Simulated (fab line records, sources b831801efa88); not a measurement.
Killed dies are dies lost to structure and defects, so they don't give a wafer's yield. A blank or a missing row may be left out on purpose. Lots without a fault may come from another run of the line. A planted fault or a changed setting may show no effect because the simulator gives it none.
Chamber matching | flow gf180mcu | GF_STI_CMP_25 on cmp-02: 4 sister chambers
The step polishes, stops on Si3N4, t overpolish 33 s, target thk 524.6 nm. 4 wafers are shown with their chamber, then 7 later ones without.

WAFERS WITH THEIR CHAMBER
wafer  | chamber | motor_current_A (A)
L317.3 | 0       | 10.1
L326.2 | 3       | 11.0
L333.1 | 2       | 12.7
L333.2 | 1       | 12.1

WAFERS WITHOUT THEIR CHAMBER
wafer  | motor_current_A (A)
L333.5 | 10.8
L335.2 | 10.7
L335.5 | 12.4
L335.6 | 10.9
L336.1 | 11.6
L336.2 | 11.8
L336.3 | 12.7

WHICH CHAMBER EACH WENT THROUGH
wafer  | from the rows above     | in truth
L333.5 | can't be placed: 3 or 0 | 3
L335.2 | can't be placed: 3 or 0 | 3
L335.5 | can't be placed: 2 or 1 | 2
L335.6 | 3                       | 3
L336.1 | can't be placed: 1 or 3 | 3
L336.2 | can't be placed: 1 or 3 | 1
L336.3 | 2                       | 2
Placed correctly: 2 of 7. Can't be placed from these rows: 5 (the true chamber is among the candidates in 5). Placed wrongly: 0.
How it was worked out, from the rows above alone: a wafer's distance from a chamber is the root of the sum, over the readings, of the square of ((its reading less the chamber's mean) divided by the reading's scatter). The wafer belongs to the nearest chamber; if the next one is less than 2 further off, it can't be placed. A chamber's mean is the mean of its shown wafers. The scatter: with one shown wafer a chamber, the root of the mean of the squares of how far each hidden wafer lies from its nearest shown one.
